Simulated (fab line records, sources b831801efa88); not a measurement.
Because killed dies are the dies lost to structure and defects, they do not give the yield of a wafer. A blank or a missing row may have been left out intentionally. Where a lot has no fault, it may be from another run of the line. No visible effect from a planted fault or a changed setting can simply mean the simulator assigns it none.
Comparing a struck lot with a sound one	flow sky130	43 steps out of a route of 708
Sound: the wafers L100.1, L100.2, L100.5. The struck wafers were L118.3, L118.5, L118.6. At the end, the cause is stated.
Per side, at each step with rows, come the tool, then ch with its chambers, and then its first start. Under that, the readings that differ: sound wafers	struck wafers	difference of the means	sigmas: that difference in standard deviations of wafers without a fault.
alike: readings whose means differ by less than 2 such deviations, and words and numbers that are the same on both sides. not compared: withheld readings, readings that some wafer has no value for, bounds like >300 that may hide the same value, and numbers for which the record gives no deviation and whose values overlap.
Wherever a step has rows on one side only, a row that says differs or no value, or a row with sigmas, the two part there. Numbers that don't overlap but have no deviation are shown without sigmas and don't part them. A reading missing from all wafers of one side parts the sides only when that side holds two or more wafers.

first, 5 steps without rows for these wafers: SKY_VIA4_COAT_06 (resist thk 1140 nm); SKY_VIA4_SOFTBAKE_07 (time 60 s); SKY_VIA4_EXPOSE_08 (exposes mask VIM4, target cd 800 nm); SKY_VIA4_PEB_09; SKY_VIA4_DEVELOP_10 (develop time 60 s).
SKY_VIA4_OVL_MEAS_11:
  sound on overlay-01, day 43 06:13; struck on overlay-01, day 47 22:06
  alike: VIA4_OVL
SKY_VIA4_ETCH_12: etches SiO2 in C4F8/O2/Ar, stops on TiN, target depth 580 nm.
  sound on rie-diel-04 ch 0,1,2, day 43 06:14; struck on rie-diel-02 ch 2,3, day 47 22:08
  alike: oes-product-au
then, 5 steps without rows for these wafers: SKY_VIA4_STRIP_13 (strips in O2/N2); SKY_VIA4_STRIP_14 (strips in post etch residue remover, time 1200 s); SKY_VIA4_CLEAN_15 (cleans in IPA, time 180 s); SKY_VIA4_CLEAN_16 (cleans in O3/DIW); SKY_VIA4_SPUTTER_17 (material TiN, target thk 20 nm, time 80 s).
SKY_VIA4_CVD_18: deposits W, target thk 505 nm, time 152.14 s.
  sound on cvd-w-01 ch 0,1, day 43 06:59; struck on cvd-w-01 ch 0,1, day 47 22:56
  alike: heater-power-w
SKY_VIA4_RS_MEAS_19: measurement is done with a four-point probe.
  sound on film-metro-02, day 43 07:08; struck on film-metro-03, day 47 23:05
  alike: VIA4_W_RS
SKY_VIA4_THK_MEAS_20: measures by xrf.
  sound on film-metro-02, day 43 07:16; struck on film-metro-03, day 47 23:11
  alike: VIA4_W_THK
SKY_VIA4_CMP_21: polishes, stops on SiO2, t overpolish 25 s, target thk 0 nm.
  sound on cmp-02 ch 1,2,3, day 43 07:22; struck on cmp-01 ch 0,2,3, day 47 23:19
  alike: edge-zone-pressure-frac, motor-current-A, overpolish-run-s, slurry-flow-ml-min, time-to-endpoint-s
then, 1 step without rows for these wafers: SKY_METAL5_SPUTTER_00 (material Ti, target thk 15 nm, time 10 s).
SKY_METAL5_SPUTTER_01: material TiN, target thk 20 nm, time 16.7 s.
  sound on pvd-sputter-01, day 43 07:41; struck on pvd-sputter-04, day 47 23:33
  alike: throttle-valve-pct
SKY_METAL5_SPUTTER_02: material AlCu, target thk 1150 nm, time 61.2 s.
  sound on pvd-sputter-01, day 43 07:43; struck on pvd-sputter-04, day 47 23:34
  alike: throttle-valve-pct
then, 1 step without rows for these wafers: SKY_METAL5_SPUTTER_03 (material Ti, target thk 5 nm, time 3.3 s).
SKY_METAL5_SPUTTER_04: material TiN, target thk 70 nm, time 58.3 s.
  sound on pvd-sputter-01, day 43 07:47; struck on pvd-sputter-04, day 47 23:38
  alike: throttle-valve-pct
SKY_METAL5_RS_MEAS_05: measurement is done with a four-point probe.
  sound on film-metro-01, day 43 07:50; struck on film-metro-04, day 47 23:44
  alike: METAL5_ALCU_RS
SKY_METAL5_THK_MEAS_06: measures by xrf.
  sound on film-metro-01, day 43 07:57; struck on film-metro-04, day 47 23:50
  alike: METAL5_ALCU_THK
then, 14 steps without rows for these wafers: SKY_METAL5_DEHYDRATE_07 (time 60 s); SKY_METAL5_HMDS_08 (prime time 60 s); SKY_METAL5_COAT_09 (resist thk 1800 nm); SKY_METAL5_SOFTBAKE_10 (time 60 s); SKY_METAL5_EXPOSE_11 (exposes mask MM5, target cd 1600 nm); SKY_METAL5_PEB_12; SKY_METAL5_DEVELOP_13 (develop time 60 s); SKY_METAL5_DESCUM_14 (chemistry O2, time 11 s); SKY_METAL5_METAL_ETCH_15 (etches the open film in Cl2/BCl3, stops on SiO2, target depth 1260 nm, time 252 s); SKY_METAL5_STRIP_16 (strips in O2/N2); SKY_METAL5_STRIP_17 (strips in post etch residue remover, time 1200 s); SKY_METAL5_CLEAN_18 (cleans in IPA, time 180 s); SKY_METAL5_CLEAN_19 (cleans in O3/DIW); SKY_PASSIVATION_CVD_00 (deposits SiO2, target thk 90 nm).
SKY_PASSIVATION_THK_MEAS_01:
  sound on film-metro-01, day 44 07:29; struck on film-metro-02, day 48 19:01
  alike: PASSIVATION_CVD_00_THK
then, 1 step without rows for these wafers: SKY_PASSIVATION_CVD_02 (deposits Si3N4, target thk 540 nm).
SKY_PASSIVATION_THK_MEAS_03:
  sound on film-metro-04, day 44 07:46; struck on film-metro-01, day 48 19:18
  alike: PASSIVATION_CVD_02_THK
then, 2 steps without rows for these wafers: SKY_PASSIVATION_DEHYDRATE_04 (time 60 s); SKY_PASSIVATION_HMDS_05 (prime time 60 s).
SKY_PAD_OPEN_PROBE_99:
  sound on prober-02, day 46 05:20; struck on prober-02, day 50 08:20
reading	sound	struck	difference	sigmas
defect-limited-yield (%)	83.1 82.5 83.1	76.8 74.2 77.2	-6.8	-4
killed_at_M4_up	3 3 2	36 46 31	+35	+19
killed-dies	83 86 83	114 127 112	+34	+4
sort_bin_5_function (%)	11.2 9.3 10.0	15.9 16.9 15.2	+5.8	+4
sort-n-pass	409 406 409	378 365 380	-34	-4
sort-yield-pct (%)	83.1 82.5 83.1	76.8 74.2 77.2	-6.8	-4
model.etest.tester.sort-n-pass	409 406 409	378 365 380	-34	
model.etest.tester.sort-yield-pct (%)	83.13 82.52 83.13	76.83 74.19 77.24	-6.84	
model.etest.tester.sort_bin_5_pct (%)	11.18 9.35 9.959	15.85 16.87 15.24	+5.82	
  alike: killed_at_M0_to_M3, killed-at-contacts, killed-at-front-end, killed-at-other, killed-open, killed-short, sort_bin_3_pad_short, sort_bin_6_memory
  not compared: model.etest.tester.sort_bin_3_pct

## WHERE THEY PART
SKY_PAD_OPEN_PROBE_99 only, going by this record.

WHY: the cause the simulator had injected
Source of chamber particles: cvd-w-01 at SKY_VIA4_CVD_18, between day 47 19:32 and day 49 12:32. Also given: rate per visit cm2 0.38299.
